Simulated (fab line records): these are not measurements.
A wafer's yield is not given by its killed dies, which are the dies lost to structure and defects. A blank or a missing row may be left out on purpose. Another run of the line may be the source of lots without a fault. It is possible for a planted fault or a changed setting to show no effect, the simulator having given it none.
Matching of chambers -- flow sky130 -- SKY_CONTACT_ETCH_17 on rie-diel-02 has 4 sister chambers
The step etches SiO2 in C4F8/O2/Ar, stops on Si3N4, target depth 340 nm. 8 wafers are shown with their chamber, then 7 later ones without.

== WAFERS, EACH WITH ITS CHAMBER ==
wafer,chamber,oes-product-au (a.u.)
L125.1,3,0.882
L132.4,0,0.894
L132.6,1,0.889
L131.1,1,0.894
L131.3,2,0.894
L131.6,0,0.897
L139.1,2,0.889
L139.4,3,0.885

== WAFERS WITH NO CHAMBER GIVEN ==
wafer,oes-product-au (a.u.)
L139.6,0.884
L141.1,0.896
L141.5,0.884
L141.6,0.896
L143.1,0.893
L143.3,0.897
L143.4,0.886

== CHAMBER TAKEN BY EACH ==
wafer,from the rows above,in truth
L139.6,3,3
L141.1,can't be placed: 0 or 1 or 2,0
L141.5,3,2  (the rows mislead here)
L141.6,can't be placed: 0 or 1 or 2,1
L143.1,can't be placed: 1 or 2 or 0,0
L143.3,can't be placed: 0 or 1 or 2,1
L143.4,can't be placed: 3 or 1 or 2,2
Correct placement for 1 of the 7. Not placeable from these rows: 5 (in 5, the candidates include the true chamber). 1 placed wrongly.
How it was worked out, from the rows above alone: a wafer's distance from a chamber is the root of the sum, over the readings, of the square of ((its reading less the chamber's mean) divided by the reading's scatter). If the next closest chamber is less than 2 further off than the closest, the wafer can't be placed; otherwise it belongs to the closest. The mean given for a chamber averages the wafers shown for that chamber. The scatter: take each reading less its chamber's mean, square it, sum over the shown wafers, divide by the number of wafers less the number of chambers, and take the root.
